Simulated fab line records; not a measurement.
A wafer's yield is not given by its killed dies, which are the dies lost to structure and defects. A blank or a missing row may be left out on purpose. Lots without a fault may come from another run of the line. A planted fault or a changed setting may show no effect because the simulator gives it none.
Chamber matching    flow sky130    SKY_CONTACT_CMP_27 on cmp-02: 4 sister chambers
The step polishes, stops on SiO2, t overpolish 15 s, target thk 0 nm. 14 wafers are shown with their chamber, then 7 later ones without.

EACH WAFER AND ITS CHAMBER
wafer   chamber  motorCurrentA (A)  timeToEndpointS (s)  slurryFlowMlMin
L902.2  2        10.8               83.4                 150.1
L902.4  1        10.3               85.0                 150.9
L902.5  3        12.3               87.1                 150.0
L907.3  2        10.6               82.6                 150.0
L907.4  1        10.2               81.3                 150.6
L907.5  0        11.1               79.1                 150.2
L908.2  2        10.9               84.1                 150.5
L908.4  1        10.4               81.1                 149.1
L908.6  0        11.2               81.7                 149.8
L909.2  0        11.4               81.4                 149.8
L909.3  1        10.8               85.0                 149.6
L909.4  2        11.2               84.2                 150.5
L911.1  1        10.3               82.9                 150.6
L911.4  2        11.2               85.1                 150.2

SIGNATURES (means of the wafers above)
reading          chamber 0  chamber 1  chamber 2  chamber 3  scatter within a chamber
motorCurrentA    11.233     10.400     10.940     12.300     0.232
timeToEndpointS  80.733     83.060     83.880     87.100     1.48
slurryFlowMlMin  149.933    150.160    150.260    150.000    0.519
Rule: distance of a wafer from a chamber = root of the sum over the readings of ((wafer's reading minus chamber's mean) / reading's scatter) squared. If the next closest chamber is less than 2 further off than the closest, the wafer can't be placed; otherwise it belongs to the closest. How the scatter is found: for the shown wafers, subtract from each reading the mean of its chamber, square and add these, divide the total by (wafers less chambers), then take the root.

WAFERS WITH NO CHAMBER GIVEN
wafer   motorCurrentA (A)  timeToEndpointS (s)  slurryFlowMlMin
L911.5  12.2               84.9                 149.9
L919.2  12.2               88.4                 149.9
L919.4  10.7               87.9                 150.0
L919.6  10.9               89.7                 149.6
L922.1  11.3               85.2                 150.1
L922.2  10.8               82.7                 150.5
L922.4  11.5               81.8                 149.8

CHAMBER TAKEN BY EACH
wafer   from the rows above           in truth
L911.5  3                             3
L919.2  3                             3
L919.4  can't be placed: 2 or 1       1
L919.6  can't be placed: 2 or 1       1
L922.1  can't be placed: 2 or 0       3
L922.2  can't be placed: 2 or 1 or 0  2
L922.4  can't be placed: 0 or 2       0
Correctly placed: 2 of 7. Cannot be placed on the basis of these rows: 5; the candidates contain the true chamber in 4. Placed wrongly: 0.
